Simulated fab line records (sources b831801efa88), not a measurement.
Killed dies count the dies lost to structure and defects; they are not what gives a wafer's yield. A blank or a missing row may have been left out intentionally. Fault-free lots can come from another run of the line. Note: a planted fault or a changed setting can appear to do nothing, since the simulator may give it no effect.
Chamber matching ; flow gf180mcu ; GF_V4_CMP_04 on cmp-01 has 4 sister chambers
The step polishes SiO2. 14 wafers are shown with their chamber, then 7 later ones without.

## WAFERS PAIRED WITH THEIR CHAMBERS
wafer;chamber;motor current A (A);time to endpoint s (s)
L950.1;0;13.2;76
L950.2;2;10.7;73
L950.3;1;11.9;67
L951.1;3;10.9;79
L951.2;1;11.6;73
L951.3;0;12.7;74
L953.2;0;13.1;85
L953.5;1;12.3;78
L953.6;0;12.9;89
L954.2;1;12.0;74
L954.3;0;13.2;73
L954.6;3;10.7;83
L965.2;2;10.3;74
L965.3;3;11.5;70

SIGNATURES (means of the wafers above)
reading;chamber 0;chamber 1;chamber 2;chamber 3;scatter within a chamber
motor current A;13.020;11.950;10.500;11.033;0.294
time to endpoint s;79.40;73.00;73.50;77.33;5.97
Rule: for a wafer and a chamber, the distance is found by dividing, reading by reading, the gap between the wafer's reading and the chamber's mean by the reading's scatter, squaring, summing and taking the root. The wafer belongs to the nearest chamber; if the next one is less than 2 further off, it can't be placed. The scatter is the square root of a quotient: the sum, over the shown wafers, of each reading's squared deviation from its chamber's mean, divided by wafers minus chambers.

## WAFERS WITHOUT THEIR CHAMBER
wafer;motor current A (A);time to endpoint s (s)
L965.4;13.3;80
L967.2;11.6;84
L967.5;11.2;84
L967.6;12.0;89
L972.2;12.5;84
L972.5;11.9;83
L972.6;10.8;83

## WHICH CHAMBER EACH ONE RAN IN
wafer;from the rows above;in truth
L965.4;0;0
L967.2;can't be placed: 1 or 3 or 2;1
L967.5;can't be placed: 3 or 2 or 1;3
L967.6;can't be placed: 1 or 0 or 3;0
L972.2;can't be placed: 0 or 1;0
L972.5;can't be placed: 1 or 3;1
L972.6;can't be placed: 3 or 2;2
1 of 7 placed correctly. Can't be placed from these rows: 6 (the true chamber is among the candidates in 6). 0 placed wrongly.
